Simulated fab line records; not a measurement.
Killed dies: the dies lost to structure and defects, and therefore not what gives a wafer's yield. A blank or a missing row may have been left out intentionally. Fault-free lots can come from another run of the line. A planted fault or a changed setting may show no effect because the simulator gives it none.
A single fault, viewed from 2 desks :: flow sky130 :: each desk holds nothing but its own numbers, with what lay behind them at the end

== TOOL OWNER'S DESK, pvd sputter-02 ==
The tool's own readings at SKY_METAL3_SPUTTER_01 (material TiN, target thk 20 nm, time 16.7 s): means of the sampled wafers that have a number, for each lot that ran on this tool. A lot is out of limits, marked OUT, if its mean lies more than 4 standard deviations from the usual mean; the brackets give that distance.
Columns: A = cathode dc power W at SKY_METAL3_SPUTTER_01, usual 6500.0 W; B = chamber pressure pa at SKY_METAL3_SPUTTER_01, usual 0.3999 Pa; C = throttle valve pct at SKY_METAL3_SPUTTER_01, usual 30.7 %
lot: L350
first seen here: day 36 02:54
A: 6499.5
B: 0.4005
C: 31.2

lot: L351
first seen here: day 36 07:04
A: 6498.9
B: 0.3999
C: 31.0

lot: L360
first seen here: day 40 09:33
A: 5180.6 (-99 or more) OUT
B: 0.4007
C: 30.9

lot: L361
first seen here: day 40 10:41
A: 5179.6 (-99 or more) OUT
B: 0.4011
C: 31.1
This desk finds L360, L361 out of limits, L360 being first, at day 40 09:33 (cathode dc power W at SKY_METAL3_SPUTTER_01). Within limits: L350, L351.

== AT THE METROLOGY DESK ==
Lot by lot, what the gauges showed, no matter which tool ran the lot: averages of those sampled wafers that carry a number. A lot is out of limits, marked OUT, if its mean lies more than 4 standard deviations from the usual mean; the brackets give that distance.
Columns: A = VIA2_W_RS at SKY_VIA2_RS_MEAS_22, usual 0.271 ohm/sq; B = CAPM_TIN_RS at SKY_CAPM_RS_MEAS_03, usual 6.67 ohm/sq
lot: L350
first seen here: day 36 02:25
A: 0.268
B: 6.77

lot: L351
first seen here: day 36 06:35
A: 0.271
B: 6.71

lot: L352
first seen here: day 36 17:13
A: 0.273
B: 6.71

lot: L353
first seen here: day 37 00:13
A: 0.269
B: 6.65

lot: L360
first seen here: day 40 09:03
A: 0.268
B: 6.74

lot: L361
first seen here: day 40 10:11
A: 0.268
B: 6.66

lot: L362
first seen here: day 40 13:18
A: 0.274
B: 6.61

lot: L364
first seen here: day 40 19:50
A: 0.272
B: 6.65

lot: L366
first seen here: day 41 01:37
A: 0.266
B: 6.60

lot: L368
first seen here: day 41 17:20
A: 0.272
B: 6.71

lot: L370
first seen here: day 42 06:35
A: 0.270
B: 6.60

lot: L371
first seen here: day 42 09:27
A: 0.275
B: 6.72

lot: L372
first seen here: day 42 12:45
A: 0.276
B: 6.57

lot: L373
first seen here: day 43 00:38
A: 0.275
B: 6.66
This desk's verdict: no lot among the 14 shows anything out of limits.

== ALL TOGETHER ==
The tool owner's desk could have raised an alarm at day 40 09:33, on L360, L361.
At the metrology desk, nothing out of limits was observed.
The metrology desk holds a record of L360, L361, inside its limits.
On pvd sputter-02, each named lot ran SKY_METAL3_SPUTTER_01.

== WHAT THE SIMULATOR PUT IN ==
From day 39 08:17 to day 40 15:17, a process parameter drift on pvd sputter-02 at SKY_METAL3_SPUTTER_01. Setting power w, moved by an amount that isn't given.
Shown lots that were struck: L360, L361.
How many hours passed from the start of the fault until each desk's first out-of-limits reading: the tool owner's desk, 25.
